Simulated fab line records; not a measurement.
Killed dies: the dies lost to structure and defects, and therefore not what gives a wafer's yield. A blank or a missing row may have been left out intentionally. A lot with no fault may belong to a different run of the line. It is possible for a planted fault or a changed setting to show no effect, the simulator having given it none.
Which of the tools did it? -- flow sky130 -- Sampling: 14 lots, 42 wafers, 4 of 708 route steps

WHAT THE GAUGES SHOWED, per wafer
SKY_FIELD_ISO_THK_MEAS_25. Usual: FIELD_ISO_CVD_24_THK gives 594 nm (standard deviation 6.1).
lot,measured,on,FIELD_ISO_CVD_24_THK (nm),flag
L438,day 2 11:20,film_metro-04,579 592 598,
L439,day 2 23:11,film_metro-02,602 590 591,
L441,day 3 04:56,film_metro-02,595 592 599,
L442,day 3 10:39,film_metro-04,583 586 595,
L443,day 3 15:25,film_metro-02,599 591 589,
L451,day 5 07:18,film_metro-03,605 598 587,
L453,day 5 20:46,film_metro-03,600 588 600,
L454,day 5 23:53,film_metro-04,598 583 604,
L455,day 6 06:14,film_metro-03,593 609 590,
L456,day 6 09:08,film_metro-02,584 585 592,
L457,day 6 14:53,film_metro-02,590 597 600,
L458,day 6 22:00,film_metro-03,601 599 583,
L460,day 7 09:26,film_metro-04,591 608 597,
L459,day 7 09:26,film_metro-03,588 601 591,

SKY_LDD_HVP_OVL_MEAS_07. Usual: LDD_HVP_OVL gives 0.4 nm (standard deviation 1.3).
lot,measured,on,LDD_HVP_OVL (nm),flag
L438,day 21 08:50,overlay-02,-0.3 1.1 0.4,
L439,day 22 09:22,overlay-01,1.6 1.9 1.5,
L441,day 23 03:46,overlay-02,0.6 0.0 0.2,
L442,day 23 11:39,overlay-01,2.5 0.1 1.1,
L443,day 23 17:25,overlay-02,-3.2 -0.7 -0.5,
L451,day 26 16:40,overlay-02,-0.9 -1.4 1.4,
L453,day 27 02:45,overlay-01,-0.3 0.8 0.1,
L454,day 27 13:32,overlay-01,1.1 0.0 -0.3,
L455,day 27 18:14,overlay-01,0.1 1.4 0.7,
L456,day 27 23:52,overlay-02,1.3 1.6 1.2,
L457,day 28 19:22,overlay-02,-0.9 -0.2 -1.0,
L458,day 29 09:46,overlay-01,2.3 -1.2 0.7,
L460,day 29 19:31,overlay-01,1.0 0.3 -0.9,
L459,day 30 02:07,overlay-02,-0.9 -0.5 0.5,

SKY_CONTACT_CD_MEAS_14: target cd 170 nm. Usual: cd_nm reads 170.3 nm (standard deviation 1.4).
lot,measured,on,cd_nm (nm),flag
L438,day 31 09:58,cd_sem-02,170.8 168.9 168.1,
L439,day 31 23:55,cd_sem-02,169.6 170.9 171.1,
L441,day 32 21:27,cd_sem-02,168.5 169.5 168.2,
L442,day 33 03:31,cd_sem-01,170.3 170.9 171.6,
L443,day 33 08:31,cd_sem-02,169.6 170.2 171.1,
L451,day 36 00:01,cd_sem-02,168.6 167.9 169.7,
L453,day 36 12:23,cd_sem-02,171.3 171.8 171.7,
L454,day 36 18:11,cd_sem-01,170.6 171.3 168.8,
L455,day 36 21:50,cd_sem-01,172.6 173.6 172.5,
L456,day 37 01:50,cd_sem-01,169.7 169.5 169.8,
L457,day 38 00:19,cd_sem-02,172.2 170.8 173.8,
L458,day 38 12:17,cd_sem-02,168.7 169.5 168.9,
L460,day 38 19:37,cd_sem-01,171.3 170.7 171.6,
L459,day 39 05:44,cd_sem-02,171.7 172.9 172.1,

WHAT TOOL EACH LOT RAN ON (gives the tool, then ch and the chambers of the sampled wafers, and finally the start)
lot,SKY_VT_ADJUST_LVTN_DEVELOP_17
L438,"litho_track-02 ch 0, day 7 19:26"
L439,"litho_track-04 ch 0, day 8 10:05"
L441,"litho_track-01 ch 0, day 8 23:15"
L442,"litho_track-04 ch 0, day 9 02:32"
L443,"litho_track-04 ch 0, day 9 05:56"
L451,"litho_track-01 ch 0, day 11 12:32"
L453,"litho_track-04 ch 0, day 12 04:17"
L454,"litho_track-01 ch 0, day 12 08:39"
L455,"litho_track-04 ch 0, day 12 15:43"
L456,"litho_track-01 ch 0, day 12 20:03"
L457,"litho_track-04 ch 0, day 13 12:37"
L458,"litho_track-04 ch 0, day 14 04:13"
L460,"litho_track-01 ch 0, day 14 16:56"
L459,"litho_track-04 ch 0, day 14 18:01"
- SKY_VT_ADJUST_LVTN_DEVELOP_17: develop time 60 s.

WHAT THE TOOLS THEMSELVES READ (means of the sampled wafers that have a number; where no wafer has one, the mark that the record gives instead)
SKY_VT_ADJUST_LVTN_DEVELOP_17. Usual: developer_temp_C reads 22.99 C (standard deviation 0.099).
lot,tool,developer_temp_C (C),flag
L438,litho_track-02,22.95,
L439,litho_track-04,22.94,
L441,litho_track-01,23.07,
L442,litho_track-04,25.21,OFF
L443,litho_track-04,25.27,OFF
L451,litho_track-01,22.85,
L453,litho_track-04,22.97,
L454,litho_track-01,23.09,
L455,litho_track-04,22.83,
L456,litho_track-01,22.94,
L457,litho_track-04,22.98,
L458,litho_track-04,23.09,
L460,litho_track-01,23.02,
L459,litho_track-04,23.05,

THE ANSWER, worked out from the rows above alone
Rule: a lot counts as off when the mean over its wafers that have a number is more than 3 standard deviations away from the usual mean. Also off: a lot with no number at a reading for which 4 or more lots have one. Where the step has rows for the other lots, those lots are counted as sound. First the gauges in route order, then the tools' own readings, where a lot's mean is used as printed above. At the first step where some lot is off, the reading lying furthest off is the one used; lots without a number count as furthest.
Off: L442, L443, at SKY_VT_ADJUST_LVTN_DEVELOP_17 (developer_temp_C).
If a tool, at that step or one of the process steps before it, ran each lot that is off and ran no sound lot following the first of them, it fits. Not one of the candidates tried fits.

WHAT THE SIMULATOR HAD PUT IN
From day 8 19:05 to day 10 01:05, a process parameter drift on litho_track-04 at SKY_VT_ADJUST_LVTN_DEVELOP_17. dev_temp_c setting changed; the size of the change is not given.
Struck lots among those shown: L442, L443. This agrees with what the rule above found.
